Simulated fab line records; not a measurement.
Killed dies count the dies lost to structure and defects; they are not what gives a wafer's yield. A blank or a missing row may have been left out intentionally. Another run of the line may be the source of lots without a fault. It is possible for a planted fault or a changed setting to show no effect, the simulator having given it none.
fab line records	flow sky130
record lots=11	wafers=33	lastDay=49
route steps=708 shown VIA1@472 METAL2@487 VIA2@528 METAL3@532
lots with no fault: from the same line, run without faults
startH: start of the lot's first displayed wafer, in hours after the record's first day	waitH: hours elapsed since this lot's preceding step	" the same as in the row above	L1.1+2: a single row standing in for several wafers	- either no value or no given start	* or withheld: withheld	< > ~ a bound
route shown NAME@n: NAME is a module with steps in the file, n the number in the route of the first one	usual: mean and standard deviation over wafers with no fault	same: alike in all rows	chamber/n: place in a boat	sites: readings site by site	_std_site: standard deviation across them	_edge_site: inner sites' mean taken away from outer sites' mean	radiusMm: for every site, how far away it sits from the centre of the wafer	mask NAME#n: copy n	behind: the tool/chamber that last shaped the wafer	hold: reason for holding the lot/hours on hold/outcome of the hold	device: the n, p or np transistor that did not switch	end of line: the route-end tests of the same wafers	a step given without rows: its recipe and nothing more	killed: count of dies lost to structure and defects at first sort (not the wafer's yield)	map: a wafer's dies, x killed, . not, _ none there
set.NAME: the setting as run; set.NAME@STEP: as run at that earlier step	model.NAME: the simulator's own value behind a step, which no gauge read
a sample of lots followed through the steps of the route, with each step as a table and each wafer as a row
services: a tool's chamber out of use, with start hour (startH, from the record's first day; less than 0 if before it), hours out, and reason
## steps
# step SKY_VIA1_ETCH_14
# recipe chemistry=N2/H2	target=BARC	ionEnergyEv=200	sourceW=500	biasW=100	pressureMtorr=30	n2FlowSccm=100	h2FlowSccm=200	stopOn=SiO2	timeS=45.9	targetDepthA=600
# usual drypumpMotorCurrentA=5.67/0.28	oesProductAu=0.854/0.0051	throttleValvePct=13.224/0.009
lot.wafer	tool	chamber	startH	waitH	drypumpMotorCurrentA	oesProductAu	rfHoursCounterH	throttleValvePct
L854.4	rieDiel-03	0	789.29	0.0	5.40	0.848	15	13.223
L854.5	"	0	"	"	5.41	0.847	-	13.233
L854.6	"	1	"	"	5.34	0.858	-	13.215
L855.2	rieDiel-04	1	799.29	0.0	5.81	0.856	6	13.222
L855.5	"	0	"	"	5.89	0.858	-	13.233
L855.6	"	1	"	"	5.84	0.850	-	13.235
L857.2	rieDiel-02	3	815.64	0.0	5.71	0.842	17	13.222
L857.4	"	2	"	"	5.20	0.849	-	13.233
L857.5	"	3	"	"	5.72	0.853	-	13.212
L858.1	rieDiel-02	2	822.34	0.0	5.22	0.849	2	13.231
L858.3	"	2	"	"	5.20	0.855	-	13.220
L858.5	"	3	"	"	5.74	0.845	-	13.219
L859.2	rieDiel-03	0	826.74	0.0	5.42	0.855	16	13.229
L859.3	"	2	"	"	5.20	0.854	24	13.231
L859.4	"	1	"	"	5.36	0.855	8	13.217
L860.1	rieDiel-04	2	832.34	0.0	5.73	0.860	16	13.221
L860.5	"	3	"	"	6.01	0.859	-	13.224
L860.6	"	0	"	"	5.88	0.864	-	13.212
L861.2	rieDiel-04	3	845.49	0.0	6.00	0.852	17	13.220
L861.4	"	1	"	"	5.81	0.858	7	13.228
L861.6	"	2	"	"	5.77	0.859	-	13.234
L864.2	rieDiel-02	3	870.82	0.0	5.74	0.855	19	13.218
L864.4	"	0	"	"	6.04	0.853	2	13.229
L864.5	"	0	"	"	6.03	0.856	-	13.224
L868.1	rieDiel-02	2	895.59	0.0	5.20	0.854	4	13.218
L868.4	"	0	"	"	6.00	0.843	3	13.203
L868.5	"	2	"	"	5.21	0.856	-	13.228
L869.3	rieDiel-04	1	911.14	0.0	5.81	0.867	9	13.240
L869.4	"	0	"	"	5.86	0.847	1	13.228
L869.5	"	0	"	"	5.86	0.854	-	13.227
L870.1	rieDiel-04	3	913.09	0.0	6.02	0.853	19	13.209
L870.2	"	0	"	"	5.84	0.857	1	13.215
L870.3	"	2	"	"	5.77	0.857	18	13.231
# step SKY_METAL2_SPUTTER_04
# recipe material=TiN	targetThkNm=70	powerW=6500	timeS=58.3	chamberPressurePa=0.4
# usual throttleValvePct=30.0/0.86
lot.wafer	tool	chamber	startH	waitH	throttleValvePct
L854.4	pvdSputter-04	-	790.76	0.0	30.9
L854.5	"	-	"	"	29.7
L854.6	"	-	"	"	29.6
L855.2	pvdSputter-04	-	800.70	0.0	30.0
L855.5	"	-	"	"	29.7
L855.6	"	-	"	"	30.9
L857.2	pvdSputter-03	-	817.16	0.0	31.5
L857.4	"	-	"	"	30.1
L857.5	"	-	"	"	30.9
L858.1	pvdSputter-04	-	823.81	0.0	28.9
L858.3	"	-	"	"	31.0
L858.5	"	-	"	"	28.4
L859.2	pvdSputter-01	-	828.15	0.0	28.7
L859.3	"	-	"	"	30.7
L859.4	"	-	"	"	29.5
L860.1	pvdSputter-01	-	833.75	0.0	30.6
L860.5	"	-	"	"	28.6
L860.6	"	-	"	"	30.7
L861.2	pvdSputter-01	-	846.90	0.0	30.7
L861.4	"	-	"	"	28.8
L861.6	"	-	"	"	30.5
L864.2	pvdSputter-03	-	872.23	0.0	30.9
L864.4	"	-	"	"	30.0
L864.5	"	-	"	"	31.2
L868.1	pvdSputter-03	-	897.00	0.0	31.0
L868.4	"	-	"	"	29.1
L868.5	"	-	"	"	31.2
L869.3	pvdSputter-03	-	916.39	0.0	30.3
L869.4	"	-	"	"	29.1
L869.5	"	-	"	"	30.2
L870.1	pvdSputter-03	-	917.29	0.0	30.9
L870.2	"	-	"	"	29.8
L870.3	"	-	"	"	28.8
# step SKY_VIA2_CVD_21
# recipe material=W	targetThkNm=420	timeS=126.4	tempC=400	pressureTorr=40
# usual heaterPowerW=839/52	susceptorTempC=399.98/0.19
lot.wafer	tool	chamber	startH	waitH	heaterPowerW	susceptorTempC
L854.4	cvdW-02	0	848.08	0.1	907	400.18
L854.5	"	0	"	"	880	399.68
L854.6	"	1	"	"	833	400.04
L855.2	cvdW-01	1	857.23	0.0	789	400.34
L855.5	"	0	"	"	883	399.84
L855.6	"	1	"	"	783	399.93
L857.2	cvdW-02	1	872.75	0.0	827	400.10
L857.4	"	1	"	"	841	399.93
L857.5	"	1	"	"	830	400.04
L858.1	cvdW-01	1	879.34	0.0	815	399.95
L858.3	"	1	"	"	782	400.10
L858.5	"	1	"	"	794	400.01
L859.2	cvdW-01	0	883.13	0.0	895	399.73
L859.3	"	0	"	"	879	399.85
L859.4	"	1	"	"	789	400.36
L860.1	cvdW-01	1	888.88	0.0	807	399.73
L860.5	"	1	"	"	799	400.01
L860.6	"	0	"	"	857	399.95
L861.2	cvdW-02	0	901.00	0.0	887	400.29
L861.4	"	0	"	"	865	400.04
L861.6	"	1	"	"	826	400.01
L864.2	cvdW-02	1	925.59	0.0	816	399.92
L864.4	"	1	"	"	833	400.12
L864.5	"	0	"	"	854	400.11
L868.1	cvdW-01	0	949.38	0.0	927	407.83
L868.4	"	0	"	"	922	407.88
L868.5	"	1	"	"	745	399.81
L869.3	cvdW-01	1	967.19	0.1	740	399.76
L869.4	"	0	"	"	933	407.76
L869.5	"	0	"	"	929	407.69
L870.1	cvdW-02	1	968.02	0.0	828	399.80
L870.2	"	0	"	"	878	400.25
L870.3	"	0	"	"	897	399.96
# step SKY_VIA2_RS_MEAS_22
# recipe thkMeasGauge=four-point-probe	reads=W_of_VIA2_CVD_21+TiN_of_VIA2_SPUTTER_20
# usual VIA2_W_RS=0.2715/0.0023
lot.wafer	tool	chamber	startH	waitH	VIA2_W_RS[ohm/sq]
L854.4	filmMetro-03	-	848.23	0.1	0.2677
L854.5	"	-	"	"	0.2675
L854.6	"	-	"	"	0.2663
L855.2	filmMetro-03	-	857.38	0.1	0.2761
L855.5	"	-	"	"	0.2705
L855.6	"	-	"	"	0.2726
L857.2	filmMetro-03	-	872.90	0.1	0.2719
L857.4	"	-	"	"	0.2734
L857.5	"	-	"	"	0.2727
L858.1	filmMetro-04	-	879.47	0.1	0.2730
L858.3	"	-	"	"	0.2710
L858.5	"	-	"	"	0.2738
L859.2	filmMetro-03	-	883.28	0.1	0.2694
L859.3	"	-	"	"	0.2687
L859.4	"	-	"	"	0.2707
L860.1	filmMetro-01	-	889.01	0.1	0.2739
L860.5	"	-	"	"	0.2730
L860.6	"	-	"	"	0.2731
L861.2	filmMetro-04	-	901.15	0.1	0.2733
L861.4	"	-	"	"	0.2687
L861.6	"	-	"	"	0.2728
L864.2	filmMetro-03	-	925.74	0.1	0.2724
L864.4	"	-	"	"	0.2761
L864.5	"	-	"	"	0.2744
L868.1	filmMetro-03	-	949.51	0.1	0.2326
L868.4	"	-	"	"	0.2345
L868.5	"	-	"	"	0.2718
L869.3	filmMetro-04	-	967.32	0.1	0.2715
L869.4	"	-	"	"	0.2332
L869.5	"	-	"	"	0.2359
L870.1	filmMetro-03	-	968.15	0.1	0.2748
L870.2	"	-	"	"	0.2738
L870.3	"	-	"	"	0.2718
# step SKY_VIA2_THK_MEAS_23
# recipe thkMeasGauge=xrf	reads=W_of_VIA2_CVD_21
# usual VIA2_W_THK=417/8.7
lot.wafer	tool	chamber	startH	waitH	VIA2_W_THK[nm]
L854.4	filmMetro-03	-	848.32	0.1	418
L854.5	"	-	"	"	422
L854.6	"	-	"	"	421
L855.2	filmMetro-03	-	857.49	0.1	407
L855.5	"	-	"	"	417
L855.6	"	-	"	"	408
L857.2	filmMetro-03	-	873.01	0.1	412
L857.4	"	-	"	"	408
L857.5	"	-	"	"	407
L858.1	filmMetro-04	-	879.59	0.1	417
L858.3	"	-	"	"	423
L858.5	"	-	"	"	419
L859.2	filmMetro-03	-	883.39	0.1	415
L859.3	"	-	"	"	415
L859.4	"	-	"	"	414
L860.1	filmMetro-01	-	889.13	0.1	425
L860.5	"	-	"	"	421
L860.6	"	-	"	"	425
L861.2	filmMetro-04	-	901.26	0.1	417
L861.4	"	-	"	"	426
L861.6	"	-	"	"	421
L864.2	filmMetro-03	-	925.85	0.1	410
L864.4	"	-	"	"	404
L864.5	"	-	"	"	405
L868.1	filmMetro-03	-	949.63	0.1	476
L868.4	"	-	"	"	471
L868.5	"	-	"	"	410
L869.3	filmMetro-04	-	967.42	0.1	427
L869.4	"	-	"	"	503
L869.5	"	-	"	"	492
L870.1	filmMetro-03	-	968.27	0.1	405
L870.2	"	-	"	"	405
L870.3	"	-	"	"	414
# step SKY_METAL3_SPUTTER_00
# recipe material=Ti	targetThkNm=15	powerW=3000	timeS=10	chamberPressurePa=0.4
# usual throttleValvePct=29.7/0.76
lot.wafer	tool	chamber	startH	waitH	throttleValvePct
L854.4	pvdSputter-01	-	848.65	0.2	30.9
L854.5	"	-	"	"	29.1
L854.6	"	-	"	"	30.4
L855.2	pvdSputter-04	-	857.84	0.1	29.6
L855.5	"	-	"	"	30.8
L855.6	"	-	"	"	28.9
L857.2	pvdSputter-01	-	873.36	0.1	29.2
L857.4	"	-	"	"	30.5
L857.5	"	-	"	"	30.2
L858.1	pvdSputter-01	-	879.95	0.2	28.6
L858.3	"	-	"	"	29.4
L858.5	"	-	"	"	29.5
L859.2	pvdSputter-04	-	883.74	0.1	30.6
L859.3	"	-	"	"	28.7
L859.4	"	-	"	"	29.6
L860.1	pvdSputter-01	-	889.49	0.1	30.6
L860.5	"	-	"	"	29.0
L860.6	"	-	"	"	30.1
L861.2	pvdSputter-02	-	901.61	0.2	29.5
L861.4	"	-	"	"	29.2
L861.6	"	-	"	"	28.1
L864.2	pvdSputter-04	-	926.20	0.1	28.9
L864.4	"	-	"	"	28.9
L864.5	"	-	"	"	31.2
L868.1	pvdSputter-02	-	949.99	0.1	29.5
L868.4	"	-	"	"	30.4
L868.5	"	-	"	"	27.8
L869.3	pvdSputter-01	-	967.76	0.1	30.6
L869.4	"	-	"	"	28.6
L869.5	"	-	"	"	30.2
L870.1	pvdSputter-01	-	968.63	0.1	30.3
L870.2	"	-	"	"	30.6
L870.3	"	-	"	"	28.8
## services
tool	chamber	startH	hours	kind
cvdW-01	-	768.15	0.9	repair
rieDiel-02	2	770.18	4.2	repair
rieDiel-04	1	777.29	9.5	repair
pvdSputter-04	-	780.42	2.2	repair
pvdSputter-01	-	791.37	15.1	repair
pvdSputter-01	-	795.19	0.5	repair
cvdW-01	0	805.01	13.3	repair
rieDiel-02	-	805.90	0.4	repair
rieDiel-04	0	806.22	2.4	repair
pvdSputter-04	-	814.06	4.8	repair
rieDiel-02	1	820.59	2.9	repair
pvdSputter-03	-	827.06	14.2	repair
cvdW-02	0	833.48	6.2	repair
pvdSputter-03	-	834.33	1.8	repair
pvdSputter-03	-	844.26	2.0	repair
pvdSputter-03	-	852.36	2.8	repair
rieDiel-04	3	877.54	2.0	repair
cvdW-02	1	886.28	8.1	repair
pvdSputter-04	-	888.09	2.7	repair
cvdW-01	-	904.00	14.0	pm
pvdSputter-03	-	907.52	4.1	repair
cvdW-01	1	936.93	1.4	repair
cvdW-02	1	949.67	17.9	repair
rieDiel-02	0	950.15	2.2	repair
## key
firstSign step=SKY_VIA2_CVD_21	reading=susceptorTempC	direction=up	sigmas=41	usual=*	struck=*
effect step=SKY_VIA2_RS_MEAS_22	reading=VIA2_W_RS	direction=down	sigmas=16	usual=0.2715	struck=0.2340
effect step=SKY_VIA2_THK_MEAS_23	reading=VIA2_W_THK	direction=up	sigmas=7.9	usual=417	struck=485
metAt SKY_VIA2_CVD_21
struckLots L868,L869
struckWafers L868.1,L868.4,L869.4,L869.5
notActingAt SKY_VIA1_ETCH_14,SKY_METAL2_SPUTTER_04,SKY_METAL3_SPUTTER_00
onsetBetween 888.88 949.38
fault kind=processParameterDrift	tool=cvdW-01	chamber=0	onsetH=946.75	steps=SKY_VIA2_CVD_21	channel=tempC	offset=*	shape=step	endH=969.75	actsIn=*	stated=*
